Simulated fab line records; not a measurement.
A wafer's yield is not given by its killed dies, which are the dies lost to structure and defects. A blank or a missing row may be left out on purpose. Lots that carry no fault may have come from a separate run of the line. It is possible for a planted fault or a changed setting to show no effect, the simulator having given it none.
fab line records :: flow gf180mcu
record:
  lots: 14
  wafers: 42
  last-day: 34
route steps=602 shown M5@533 V5@551 TOP_METAL@572
lots untouched by any fault: they come from a run of this same line in which no faults occurred
start-h: start of the lot's first displayed wafer, in hours after the record's first day :: wait-h: hours since the lot's step before :: " as in the row above :: L1.1+2: several wafers, shown together as one row :: - either no value or no given start :: * or withheld: withheld :: < > ~ a bound
route shown NAME@n: names a module that has steps shown in the file, with the first one's number in the route :: usual: mean/standard deviation of fault-free wafers :: same: alike in all rows :: chamber/n: place in a boat :: sites: the reading at each site :: _std_site: their standard deviation :: _edge_site: inner sites' mean taken away from outer sites' mean :: radius-mm: how far each site lies from the wafer's centre :: mask NAME#n: copy n :: behind: the most recent tool/chamber to have shaped the wafer :: hold: why the lot was held/for how many hours/how that ended :: device: the transistor (n, p or np) that didn't switch :: end of line: at the end of the route, the tests of the same wafers :: a step with no rows: only its recipe :: killed: at the first sort, the dies lost to defects and structure; wafer yield is something else :: map: the dies of a wafer, with x for killed, . for not killed, _ for no die there
set.NAME: setting as actually run; set.NAME@STEP: the setting as run at that earlier step :: model.NAME: the simulator's own value behind a step, which no gauge read
one table for each step of the route and one row for each wafer, over a sample of lots
services: when a tool's chamber went out of use (start-h, in hours from the record's first day, below 0 if earlier), for how many hours, and the reason
== steps ==
step: GF_M5_CD_MEAS_07
recipe:
  target-cd-nm: 280
usual:
  cd-nm: 280.3/1.1
lot.wafer: L654.2
tool: cd-sem-01
chamber: -
start-h: 614.58
wait-h: 0.1
cd-nm: 279.6

lot.wafer: L654.4
tool: cd-sem-01
chamber: -
start-h: 614.58
wait-h: 0.1
cd-nm: 280.3

lot.wafer: L654.5
tool: cd-sem-01
chamber: -
start-h: 614.58
wait-h: 0.1
cd-nm: 280.2

lot.wafer: L656.1
tool: cd-sem-01
chamber: -
start-h: 622.21
wait-h: 0.1
cd-nm: 282.3

lot.wafer: L656.3
tool: cd-sem-01
chamber: -
start-h: 622.21
wait-h: 0.1
cd-nm: 282.5

lot.wafer: L656.4
tool: cd-sem-01
chamber: -
start-h: 622.21
wait-h: 0.1
cd-nm: 282.3

lot.wafer: L655.1
tool: cd-sem-01
chamber: -
start-h: 624.71
wait-h: 0.1
cd-nm: 278.6

lot.wafer: L655.2
tool: cd-sem-01
chamber: -
start-h: 624.71
wait-h: 0.1
cd-nm: 280.3

lot.wafer: L655.3
tool: cd-sem-01
chamber: -
start-h: 624.71
wait-h: 0.1
cd-nm: 279.8

lot.wafer: L657.2
tool: cd-sem-01
chamber: -
start-h: 629.13
wait-h: 0.1
cd-nm: 280.2

lot.wafer: L657.5
tool: cd-sem-01
chamber: -
start-h: 629.13
wait-h: 0.1
cd-nm: 281.7

lot.wafer: L657.6
tool: cd-sem-01
chamber: -
start-h: 629.13
wait-h: 0.1
cd-nm: 280.6

lot.wafer: L658.2
tool: cd-sem-01
chamber: -
start-h: 640.13
wait-h: 0.1
cd-nm: 281.8

lot.wafer: L658.3
tool: cd-sem-01
chamber: -
start-h: 640.13
wait-h: 0.1
cd-nm: 281.7

lot.wafer: L658.5
tool: cd-sem-01
chamber: -
start-h: 640.13
wait-h: 0.1
cd-nm: 280.3

lot.wafer: L659.1
tool: cd-sem-02
chamber: -
start-h: 648.06
wait-h: 0.1
cd-nm: 279.0

lot.wafer: L659.3
tool: cd-sem-02
chamber: -
start-h: 648.06
wait-h: 0.1
cd-nm: 278.1

lot.wafer: L659.5
tool: cd-sem-02
chamber: -
start-h: 648.06
wait-h: 0.1
cd-nm: 279.5

lot.wafer: L661.3
tool: cd-sem-01
chamber: -
start-h: 657.45
wait-h: 0.1
cd-nm: 280.3

lot.wafer: L661.4
tool: cd-sem-01
chamber: -
start-h: 657.45
wait-h: 0.1
cd-nm: 281.4

lot.wafer: L661.6
tool: cd-sem-01
chamber: -
start-h: 657.45
wait-h: 0.1
cd-nm: 280.5

lot.wafer: L663.1
tool: cd-sem-02
chamber: -
start-h: 677.01
wait-h: 0.1
cd-nm: 279.4

lot.wafer: L663.3
tool: cd-sem-02
chamber: -
start-h: 677.01
wait-h: 0.1
cd-nm: 280.1

lot.wafer: L663.4
tool: cd-sem-02
chamber: -
start-h: 677.01
wait-h: 0.1
cd-nm: 279.3

lot.wafer: L665.1
tool: cd-sem-02
chamber: -
start-h: 689.31
wait-h: 0.1
cd-nm: 278.8

lot.wafer: L665.2
tool: cd-sem-02
chamber: -
start-h: 689.31
wait-h: 0.1
cd-nm: 278.8

lot.wafer: L665.3
tool: cd-sem-02
chamber: -
start-h: 689.31
wait-h: 0.1
cd-nm: 278.6

lot.wafer: L667.2
tool: cd-sem-01
chamber: -
start-h: 707.78
wait-h: 0.1
cd-nm: 280.3

lot.wafer: L667.4
tool: cd-sem-01
chamber: -
start-h: 707.78
wait-h: 0.1
cd-nm: 280.7

lot.wafer: L667.6
tool: cd-sem-01
chamber: -
start-h: 707.78
wait-h: 0.1
cd-nm: 280.1

lot.wafer: L668.1
tool: cd-sem-02
chamber: -
start-h: 716.16
wait-h: 0.1
cd-nm: 281.1

lot.wafer: L668.5
tool: cd-sem-02
chamber: -
start-h: 716.16
wait-h: 0.1
cd-nm: 280.7

lot.wafer: L668.6
tool: cd-sem-02
chamber: -
start-h: 716.16
wait-h: 0.1
cd-nm: 280.5

lot.wafer: L673.1
tool: cd-sem-01
chamber: -
start-h: 746.46
wait-h: 0.1
cd-nm: 278.9

lot.wafer: L673.2
tool: cd-sem-01
chamber: -
start-h: 746.46
wait-h: 0.1
cd-nm: 277.6

lot.wafer: L673.3
tool: cd-sem-01
chamber: -
start-h: 746.46
wait-h: 0.1
cd-nm: 278.9

lot.wafer: L676.1
tool: cd-sem-01
chamber: -
start-h: 763.56
wait-h: 0.1
cd-nm: 282.1

lot.wafer: L676.2
tool: cd-sem-01
chamber: -
start-h: 763.56
wait-h: 0.1
cd-nm: 281.4

lot.wafer: L676.3
tool: cd-sem-01
chamber: -
start-h: 763.56
wait-h: 0.1
cd-nm: 282.2

lot.wafer: L677.2
tool: cd-sem-01
chamber: -
start-h: 765.03
wait-h: 0.1
cd-nm: 281.3

lot.wafer: L677.3
tool: cd-sem-01
chamber: -
start-h: 765.03
wait-h: 0.1
cd-nm: 280.3

lot.wafer: L677.5
tool: cd-sem-01
chamber: -
start-h: 765.03
wait-h: 0.1
cd-nm: 279.5
step: GF_V5_EXPOSE_11
recipe:
  mask-id: Via5
  target-cd-nm: 260
  na: 0.68
  source-shape: conventional
  sigma-outer: 0.6
  dose-mj: 38
usual:
  exposure-dose-mJ-cm2: 37.98/0.044
  focus-offset-nm: 0.0/0.52
lot.wafer: L654.2
tool: krf-scanner-02
chamber: 0
start-h: 626.25
wait-h: -
mask: Via5#0
exposure-dose-mJ-cm2: 38.05
focus-offset-nm: -0.3

lot.wafer: L654.4
tool: krf-scanner-02
chamber: 0
start-h: 626.25
wait-h: -
mask: Via5#0
exposure-dose-mJ-cm2: 38.03
focus-offset-nm: -0.2

lot.wafer: L654.5
tool: krf-scanner-02
chamber: 0
start-h: 626.25
wait-h: -
mask: Via5#0
exposure-dose-mJ-cm2: 38.01
focus-offset-nm: -0.7

lot.wafer: L656.1
tool: krf-scanner-01
chamber: 0
start-h: 633.94
wait-h: -
mask: Via5#0
exposure-dose-mJ-cm2: 37.93
focus-offset-nm: 0.2

lot.wafer: L656.3
tool: krf-scanner-01
chamber: 0
start-h: 633.94
wait-h: -
mask: Via5#0
exposure-dose-mJ-cm2: 37.97
focus-offset-nm: -1.2

lot.wafer: L656.4
tool: krf-scanner-01
chamber: 0
start-h: 633.94
wait-h: -
mask: Via5#0
exposure-dose-mJ-cm2: 37.94
focus-offset-nm: -0.7

lot.wafer: L655.1
tool: krf-scanner-02
chamber: 0
start-h: 636.18
wait-h: -
mask: Via5#0
exposure-dose-mJ-cm2: 37.99
focus-offset-nm: 0.2

lot.wafer: L655.2
tool: krf-scanner-02
chamber: 0
start-h: 636.18
wait-h: -
mask: Via5#0
exposure-dose-mJ-cm2: 37.96
focus-offset-nm: -0.2

lot.wafer: L655.3
tool: krf-scanner-02
chamber: 0
start-h: 636.18
wait-h: -
mask: Via5#0
exposure-dose-mJ-cm2: 37.99
focus-offset-nm: -0.8

lot.wafer: L657.2
tool: krf-scanner-02
chamber: 0
start-h: 641.03
wait-h: -
mask: Via5#0
exposure-dose-mJ-cm2: 37.99
focus-offset-nm: -0.3

lot.wafer: L657.5
tool: krf-scanner-02
chamber: 0
start-h: 641.03
wait-h: -
mask: Via5#0
exposure-dose-mJ-cm2: 38.00
focus-offset-nm: -0.6

lot.wafer: L657.6
tool: krf-scanner-02
chamber: 0
start-h: 641.03
wait-h: -
mask: Via5#0
exposure-dose-mJ-cm2: 37.98
focus-offset-nm: 0.0

lot.wafer: L658.2
tool: krf-scanner-01
chamber: 0
start-h: 651.50
wait-h: -
mask: Via5#0
exposure-dose-mJ-cm2: 37.96
focus-offset-nm: 0.3

lot.wafer: L658.3
tool: krf-scanner-01
chamber: 0
start-h: 651.50
wait-h: -
mask: Via5#0
exposure-dose-mJ-cm2: 37.96
focus-offset-nm: 0.2

lot.wafer: L658.5
tool: krf-scanner-01
chamber: 0
start-h: 651.50
wait-h: -
mask: Via5#0
exposure-dose-mJ-cm2: 37.96
focus-offset-nm: 0.3

lot.wafer: L659.1
tool: krf-scanner-01
chamber: 0
start-h: 659.26
wait-h: -
mask: Via5#0
exposure-dose-mJ-cm2: 37.96
focus-offset-nm: -0.6

lot.wafer: L659.3
tool: krf-scanner-01
chamber: 0
start-h: 659.26
wait-h: -
mask: Via5#0
exposure-dose-mJ-cm2: 37.96
focus-offset-nm: -0.3

lot.wafer: L659.5
tool: krf-scanner-01
chamber: 0
start-h: 659.26
wait-h: -
mask: Via5#0
exposure-dose-mJ-cm2: 37.95
focus-offset-nm: -1.0

lot.wafer: L661.3
tool: krf-scanner-02
chamber: 0
start-h: 668.60
wait-h: -
mask: Via5#0
exposure-dose-mJ-cm2: 38.01
focus-offset-nm: -0.7

lot.wafer: L661.4
tool: krf-scanner-02
chamber: 0
start-h: 668.60
wait-h: -
mask: Via5#0
exposure-dose-mJ-cm2: 38.03
focus-offset-nm: 0.1

lot.wafer: L661.6
tool: krf-scanner-02
chamber: 0
start-h: 668.60
wait-h: -
mask: Via5#0
exposure-dose-mJ-cm2: 38.03
focus-offset-nm: 0.3

lot.wafer: L663.1
tool: krf-scanner-02
chamber: 0
start-h: 688.61
wait-h: -
mask: Via5#0
exposure-dose-mJ-cm2: 37.95
focus-offset-nm: -0.4

lot.wafer: L663.3
tool: krf-scanner-02
chamber: 0
start-h: 688.61
wait-h: -
mask: Via5#0
exposure-dose-mJ-cm2: 37.97
focus-offset-nm: -0.7

lot.wafer: L663.4
tool: krf-scanner-02
chamber: 0
start-h: 688.61
wait-h: -
mask: Via5#0
exposure-dose-mJ-cm2: 38.00
focus-offset-nm: 0.2

lot.wafer: L665.1
tool: krf-scanner-01
chamber: 0
start-h: 700.56
wait-h: -
mask: Via5#0
exposure-dose-mJ-cm2: 37.96
focus-offset-nm: 0.0

lot.wafer: L665.2
tool: krf-scanner-01
chamber: 0
start-h: 700.56
wait-h: -
mask: Via5#0
exposure-dose-mJ-cm2: 37.92
focus-offset-nm: -0.2

lot.wafer: L665.3
tool: krf-scanner-01
chamber: 0
start-h: 700.56
wait-h: -
mask: Via5#0
exposure-dose-mJ-cm2: 38.01
focus-offset-nm: -0.3

lot.wafer: L667.2
tool: krf-scanner-02
chamber: -
start-h: 718.23
wait-h: -
mask: Via5#0
exposure-dose-mJ-cm2: -
focus-offset-nm: -

lot.wafer: L667.4
tool: krf-scanner-02
chamber: -
start-h: 718.23
wait-h: -
mask: Via5#0
exposure-dose-mJ-cm2: -
focus-offset-nm: -

lot.wafer: L667.6
tool: krf-scanner-02
chamber: -
start-h: 718.23
wait-h: -
mask: Via5#0
exposure-dose-mJ-cm2: -
focus-offset-nm: -

lot.wafer: L668.1
tool: krf-scanner-02
chamber: -
start-h: 726.61
wait-h: -
mask: Via5#0
exposure-dose-mJ-cm2: -
focus-offset-nm: -

lot.wafer: L668.5
tool: krf-scanner-02
chamber: -
start-h: 726.61
wait-h: -
mask: Via5#0
exposure-dose-mJ-cm2: -
focus-offset-nm: -

lot.wafer: L668.6
tool: krf-scanner-02
chamber: -
start-h: 726.61
wait-h: -
mask: Via5#0
exposure-dose-mJ-cm2: -
focus-offset-nm: -

lot.wafer: L673.1
tool: krf-scanner-02
chamber: 0
start-h: 756.34
wait-h: -
mask: Via5#0
exposure-dose-mJ-cm2: 37.94
focus-offset-nm: -0.7

lot.wafer: L673.2
tool: krf-scanner-02
chamber: 0
start-h: 756.34
wait-h: -
mask: Via5#0
exposure-dose-mJ-cm2: 37.99
focus-offset-nm: -0.9

lot.wafer: L673.3
tool: krf-scanner-02
chamber: 0
start-h: 756.34
wait-h: -
mask: Via5#0
exposure-dose-mJ-cm2: 37.95
focus-offset-nm: 0.2

lot.wafer: L676.1
tool: krf-scanner-01
chamber: 0
start-h: 773.06
wait-h: -
mask: Via5#0
exposure-dose-mJ-cm2: 37.97
focus-offset-nm: 0.1

lot.wafer: L676.2
tool: krf-scanner-01
chamber: 0
start-h: 773.06
wait-h: -
mask: Via5#0
exposure-dose-mJ-cm2: 37.98
focus-offset-nm: 0.4

lot.wafer: L676.3
tool: krf-scanner-01
chamber: 0
start-h: 773.06
wait-h: -
mask: Via5#0
exposure-dose-mJ-cm2: 37.95
focus-offset-nm: 0.6

lot.wafer: L677.2
tool: krf-scanner-02
chamber: 0
start-h: 774.56
wait-h: -
mask: Via5#0
exposure-dose-mJ-cm2: 38.00
focus-offset-nm: -0.1

lot.wafer: L677.3
tool: krf-scanner-02
chamber: 0
start-h: 774.56
wait-h: -
mask: Via5#0
exposure-dose-mJ-cm2: 38.02
focus-offset-nm: -0.3

lot.wafer: L677.5
tool: krf-scanner-02
chamber: 0
start-h: 774.56
wait-h: -
mask: Via5#0
exposure-dose-mJ-cm2: 37.97
focus-offset-nm: -1.2
step: GF_V5_SPUTTER_21
recipe:
  material: Ti
  target-thk-nm: 15
  chamber-pressure-pa: 5
  power-w: 2500
  substrate-temp-c: 200
  time-s: 80.02
usual:
  throttle-valve-pct: 29.5/0.9
lot.wafer: L654.2
tool: pvd-sputter-02
chamber: -
start-h: 637.05
wait-h: 0.0
throttle-valve-pct: 31.0

lot.wafer: L654.4
tool: pvd-sputter-02
chamber: -
start-h: 637.05
wait-h: 0.0
throttle-valve-pct: 29.3

lot.wafer: L654.5
tool: pvd-sputter-02
chamber: -
start-h: 637.05
wait-h: 0.0
throttle-valve-pct: 30.9

lot.wafer: L656.1
tool: pvd-sputter-04
chamber: -
start-h: 644.76
wait-h: 0.0
throttle-valve-pct: 31.4

lot.wafer: L656.3
tool: pvd-sputter-04
chamber: -
start-h: 644.76
wait-h: 0.0
throttle-valve-pct: 30.2

lot.wafer: L656.4
tool: pvd-sputter-04
chamber: -
start-h: 644.76
wait-h: 0.0
throttle-valve-pct: 30.4

lot.wafer: L655.1
tool: pvd-sputter-02
chamber: -
start-h: 646.36
wait-h: 0.0
throttle-valve-pct: 31.0

lot.wafer: L655.2
tool: pvd-sputter-02
chamber: -
start-h: 646.36
wait-h: 0.0
throttle-valve-pct: 29.2

lot.wafer: L655.3
tool: pvd-sputter-02
chamber: -
start-h: 646.36
wait-h: 0.0
throttle-valve-pct: 29.4

lot.wafer: L657.2
tool: pvd-sputter-04
chamber: -
start-h: 651.48
wait-h: 0.0
throttle-valve-pct: 30.1

lot.wafer: L657.5
tool: pvd-sputter-04
chamber: -
start-h: 651.48
wait-h: 0.0
throttle-valve-pct: 28.3

lot.wafer: L657.6
tool: pvd-sputter-04
chamber: -
start-h: 651.48
wait-h: 0.0
throttle-valve-pct: 31.5

lot.wafer: L658.2
tool: pvd-sputter-01
chamber: -
start-h: 661.80
wait-h: 0.0
throttle-valve-pct: 29.6

lot.wafer: L658.3
tool: pvd-sputter-01
chamber: -
start-h: 661.80
wait-h: 0.0
throttle-valve-pct: 29.7

lot.wafer: L658.5
tool: pvd-sputter-01
chamber: -
start-h: 661.80
wait-h: 0.0
throttle-valve-pct: 29.9

lot.wafer: L659.1
tool: pvd-sputter-01
chamber: -
start-h: 669.63
wait-h: 0.0
throttle-valve-pct: 29.8

lot.wafer: L659.3
tool: pvd-sputter-01
chamber: -
start-h: 669.63
wait-h: 0.0
throttle-valve-pct: 29.9

lot.wafer: L659.5
tool: pvd-sputter-01
chamber: -
start-h: 669.63
wait-h: 0.0
throttle-valve-pct: 29.8

lot.wafer: L661.3
tool: pvd-sputter-01
chamber: -
start-h: 679.14
wait-h: 0.0
throttle-valve-pct: 28.5

lot.wafer: L661.4
tool: pvd-sputter-01
chamber: -
start-h: 679.14
wait-h: 0.0
throttle-valve-pct: 29.9

lot.wafer: L661.6
tool: pvd-sputter-01
chamber: -
start-h: 679.14
wait-h: 0.0
throttle-valve-pct: 30.0

lot.wafer: L663.1
tool: pvd-sputter-04
chamber: -
start-h: 698.39
wait-h: 0.0
throttle-valve-pct: 28.4

lot.wafer: L663.3
tool: pvd-sputter-04
chamber: -
start-h: 698.39
wait-h: 0.0
throttle-valve-pct: 30.3

lot.wafer: L663.4
tool: pvd-sputter-04
chamber: -
start-h: 698.39
wait-h: 0.0
throttle-valve-pct: 31.5

lot.wafer: L665.1
tool: pvd-sputter-01
chamber: -
start-h: 710.60
wait-h: 0.0
throttle-valve-pct: 29.2

lot.wafer: L665.2
tool: pvd-sputter-01
chamber: -
start-h: 710.60
wait-h: 0.0
throttle-valve-pct: 29.9

lot.wafer: L665.3
tool: pvd-sputter-01
chamber: -
start-h: 710.60
wait-h: 0.0
throttle-valve-pct: 27.9

lot.wafer: L667.2
tool: pvd-sputter-04
chamber: -
start-h: 727.80
wait-h: 0.0
throttle-valve-pct: 30.5

lot.wafer: L667.4
tool: pvd-sputter-04
chamber: -
start-h: 727.80
wait-h: 0.0
throttle-valve-pct: 28.2

lot.wafer: L667.6
tool: pvd-sputter-04
chamber: -
start-h: 727.80
wait-h: 0.0
throttle-valve-pct: 28.2

lot.wafer: L668.1
tool: pvd-sputter-01
chamber: -
start-h: 735.36
wait-h: 0.0
throttle-valve-pct: 28.1

lot.wafer: L668.5
tool: pvd-sputter-01
chamber: -
start-h: 735.36
wait-h: 0.0
throttle-valve-pct: 29.2

lot.wafer: L668.6
tool: pvd-sputter-01
chamber: -
start-h: 735.36
wait-h: 0.0
throttle-valve-pct: 27.9

lot.wafer: L673.1
tool: pvd-sputter-04
chamber: -
start-h: 765.45
wait-h: 0.0
throttle-valve-pct: 30.3

lot.wafer: L673.2
tool: pvd-sputter-04
chamber: -
start-h: 765.45
wait-h: 0.0
throttle-valve-pct: 28.2

lot.wafer: L673.3
tool: pvd-sputter-04
chamber: -
start-h: 765.45
wait-h: 0.0
throttle-valve-pct: 31.6

lot.wafer: L676.1
tool: pvd-sputter-02
chamber: -
start-h: 781.85
wait-h: 0.0
throttle-valve-pct: 29.2

lot.wafer: L676.2
tool: pvd-sputter-02
chamber: -
start-h: 781.85
wait-h: 0.0
throttle-valve-pct: 29.6

lot.wafer: L676.3
tool: pvd-sputter-02
chamber: -
start-h: 781.85
wait-h: 0.0
throttle-valve-pct: 30.7

lot.wafer: L677.2
tool: pvd-sputter-01
chamber: -
start-h: 782.83
wait-h: 0.0
throttle-valve-pct: 28.0

lot.wafer: L677.3
tool: pvd-sputter-01
chamber: -
start-h: 782.83
wait-h: 0.0
throttle-valve-pct: 29.8

lot.wafer: L677.5
tool: pvd-sputter-01
chamber: -
start-h: 782.83
wait-h: 0.0
throttle-valve-pct: 29.3
step: GF_TOP_METAL_RS_MEAS_05
recipe:
  thk-meas-gauge: four-point-probe
  reads: TiN_of_TOP_METAL_SPUTTER_04+Ti_of_TOP_METAL_SPUTTER_03+AlCu_of_TOP_METAL_SPUTTER_02+TiN_of_TOP_METAL_SPUTTER_01+Ti_of_TOP_METAL_SPUTTER_00
usual:
  TOP_METAL_ALCU_RS: 0.0315/0.00034
lot.wafer: L654.2
tool: film-metro-04
chamber: -
start-h: 637.98
wait-h: 0.0
TOP_METAL_ALCU_RS[ohm/sq]: 0.0311

lot.wafer: L654.4
tool: film-metro-04
chamber: -
start-h: 637.98
wait-h: 0.0
TOP_METAL_ALCU_RS[ohm/sq]: 0.0313

lot.wafer: L654.5
tool: film-metro-04
chamber: -
start-h: 637.98
wait-h: 0.0
TOP_METAL_ALCU_RS[ohm/sq]: 0.0314

lot.wafer: L656.1
tool: film-metro-04
chamber: -
start-h: 645.69
wait-h: 0.0
TOP_METAL_ALCU_RS[ohm/sq]: 0.0319

lot.wafer: L656.3
tool: film-metro-04
chamber: -
start-h: 645.69
wait-h: 0.0
TOP_METAL_ALCU_RS[ohm/sq]: 0.0317

lot.wafer: L656.4
tool: film-metro-04
chamber: -
start-h: 645.69
wait-h: 0.0
TOP_METAL_ALCU_RS[ohm/sq]: 0.0317

lot.wafer: L655.1
tool: film-metro-04
chamber: -
start-h: 647.27
wait-h: 0.0
TOP_METAL_ALCU_RS[ohm/sq]: 0.0308

lot.wafer: L655.2
tool: film-metro-04
chamber: -
start-h: 647.27
wait-h: 0.0
TOP_METAL_ALCU_RS[ohm/sq]: 0.0311

lot.wafer: L655.3
tool: film-metro-04
chamber: -
start-h: 647.27
wait-h: 0.0
TOP_METAL_ALCU_RS[ohm/sq]: 0.0307

lot.wafer: L657.2
tool: film-metro-03
chamber: -
start-h: 652.42
wait-h: 0.0
TOP_METAL_ALCU_RS[ohm/sq]: 0.0318

lot.wafer: L657.5
tool: film-metro-03
chamber: -
start-h: 652.42
wait-h: 0.0
TOP_METAL_ALCU_RS[ohm/sq]: 0.0320

lot.wafer: L657.6
tool: film-metro-03
chamber: -
start-h: 652.42
wait-h: 0.0
TOP_METAL_ALCU_RS[ohm/sq]: 0.0321

lot.wafer: L658.2
tool: film-metro-02
chamber: -
start-h: 662.73
wait-h: 0.0
TOP_METAL_ALCU_RS[ohm/sq]: 0.0320

lot.wafer: L658.3
tool: film-metro-02
chamber: -
start-h: 662.73
wait-h: 0.0
TOP_METAL_ALCU_RS[ohm/sq]: 0.0316

lot.wafer: L658.5
tool: film-metro-02
chamber: -
start-h: 662.73
wait-h: 0.0
TOP_METAL_ALCU_RS[ohm/sq]: 0.0319

lot.wafer: L659.1
tool: film-metro-04
chamber: -
start-h: 670.54
wait-h: 0.0
TOP_METAL_ALCU_RS[ohm/sq]: 0.0314

lot.wafer: L659.3
tool: film-metro-04
chamber: -
start-h: 670.54
wait-h: 0.0
TOP_METAL_ALCU_RS[ohm/sq]: 0.0313

lot.wafer: L659.5
tool: film-metro-04
chamber: -
start-h: 670.54
wait-h: 0.0
TOP_METAL_ALCU_RS[ohm/sq]: 0.0309

lot.wafer: L661.3
tool: film-metro-02
chamber: -
start-h: 680.09
wait-h: 0.1
TOP_METAL_ALCU_RS[ohm/sq]: 0.0314

lot.wafer: L661.4
tool: film-metro-02
chamber: -
start-h: 680.09
wait-h: 0.1
TOP_METAL_ALCU_RS[ohm/sq]: 0.0312

lot.wafer: L661.6
tool: film-metro-02
chamber: -
start-h: 680.09
wait-h: 0.1
TOP_METAL_ALCU_RS[ohm/sq]: 0.0317

lot.wafer: L663.1
tool: film-metro-02
chamber: -
start-h: 699.30
wait-h: 0.0
TOP_METAL_ALCU_RS[ohm/sq]: 0.0314

lot.wafer: L663.3
tool: film-metro-02
chamber: -
start-h: 699.30
wait-h: 0.0
TOP_METAL_ALCU_RS[ohm/sq]: 0.0317

lot.wafer: L663.4
tool: film-metro-02
chamber: -
start-h: 699.30
wait-h: 0.0
TOP_METAL_ALCU_RS[ohm/sq]: 0.0317

lot.wafer: L665.1
tool: film-metro-03
chamber: -
start-h: 711.51
wait-h: 0.0
TOP_METAL_ALCU_RS[ohm/sq]: 0.0318

lot.wafer: L665.2
tool: film-metro-03
chamber: -
start-h: 711.51
wait-h: 0.0
TOP_METAL_ALCU_RS[ohm/sq]: 0.0315

lot.wafer: L665.3
tool: film-metro-03
chamber: -
start-h: 711.51
wait-h: 0.0
TOP_METAL_ALCU_RS[ohm/sq]: 0.0318

lot.wafer: L673.1
tool: film-metro-03
chamber: -
start-h: 766.36
wait-h: 0.0
TOP_METAL_ALCU_RS[ohm/sq]: 0.0319

lot.wafer: L673.2
tool: film-metro-03
chamber: -
start-h: 766.36
wait-h: 0.0
TOP_METAL_ALCU_RS[ohm/sq]: 0.0315

lot.wafer: L673.3
tool: film-metro-03
chamber: -
start-h: 766.36
wait-h: 0.0
TOP_METAL_ALCU_RS[ohm/sq]: 0.0314

lot.wafer: L676.1
tool: film-metro-03
chamber: -
start-h: 782.76
wait-h: 0.0
TOP_METAL_ALCU_RS[ohm/sq]: 0.0318

lot.wafer: L676.2
tool: film-metro-03
chamber: -
start-h: 782.76
wait-h: 0.0
TOP_METAL_ALCU_RS[ohm/sq]: 0.0314

lot.wafer: L676.3
tool: film-metro-03
chamber: -
start-h: 782.76
wait-h: 0.0
TOP_METAL_ALCU_RS[ohm/sq]: 0.0316

lot.wafer: L677.2
tool: film-metro-03
chamber: -
start-h: 783.77
wait-h: 0.0
TOP_METAL_ALCU_RS[ohm/sq]: 0.0312

lot.wafer: L677.3
tool: film-metro-03
chamber: -
start-h: 783.77
wait-h: 0.0
TOP_METAL_ALCU_RS[ohm/sq]: 0.0313

lot.wafer: L677.5
tool: film-metro-03
chamber: -
start-h: 783.77
wait-h: 0.0
TOP_METAL_ALCU_RS[ohm/sq]: 0.0310
== services ==
tool: krf-scanner-02
chamber: -
start-h: 607.10
hours: 4.0
kind: repair

tool: pvd-sputter-01
chamber: -
start-h: 608.73
hours: 1.3
kind: repair

tool: krf-scanner-01
chamber: -
start-h: 611.73
hours: 7.2
kind: pm

tool: pvd-sputter-01
chamber: -
start-h: 621.96
hours: 0.6
kind: repair

tool: krf-scanner-01
chamber: -
start-h: 643.85
hours: 0.8
kind: pm

tool: krf-scanner-01
chamber: -
start-h: 645.35
hours: 1.5
kind: repair

tool: krf-scanner-01
chamber: -
start-h: 651.64
hours: 4.0
kind: pm

tool: pvd-sputter-01
chamber: -
start-h: 652.32
hours: 0.7
kind: repair

tool: krf-scanner-02
chamber: 0
start-h: 669.87
hours: -
kind: calibration

tool: krf-scanner-02
chamber: -
start-h: 692.66
hours: 0.8
kind: pm

tool: krf-scanner-02
chamber: -
start-h: 694.39
hours: 9.2
kind: repair

tool: krf-scanner-02
chamber: -
start-h: 705.07
hours: 1.3
kind: pm

tool: krf-scanner-02
chamber: -
start-h: 726.72
hours: 1.0
kind: pm

tool: krf-scanner-01
chamber: -
start-h: 741.65
hours: 1.0
kind: pm

tool: krf-scanner-02
chamber: -
start-h: 745.95
hours: 0.2
kind: repair

tool: krf-scanner-01
chamber: -
start-h: 755.82
hours: 1.3
kind: pm

tool: krf-scanner-01
chamber: 0
start-h: 766.33
hours: -
kind: calibration

tool: krf-scanner-01
chamber: -
start-h: 776.51
hours: 0.6
kind: repair
== key ==
first-sign:
  step: GF_V5_EXPOSE_11
  reading: tool-record
  direction: missing
effect none on later readings
met-at GF_V5_EXPOSE_11
struck-lots L667,L668
later-rows-left-out L667.2,L667.4,L667.6,L668.1,L668.5,L668.6
sort-left-out L667.2,L667.4,L667.6,L668.1,L668.5,L668.6
not-acting-at GF_M5_CD_MEAS_07,GF_V5_SPUTTER_21,GF_TOP_METAL_RS_MEAS_05
onset-between 688.61 718.23
fault:
  kind: skipped-step-whole
  tool: krf-scanner-02
  chamber: -
  onset-h: 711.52
  steps: GF_V5_EXPOSE_11
  scope: struck-lots-only
sort-left-out: the simulated sort isn't trusted on such a fault, so these wafers' sort isn't shown, and their yield isn't known
later-rows-left-out: the simulator's readings of these wafers behind a module that went badly wrong aren't trusted and aren't shown, but for the sort
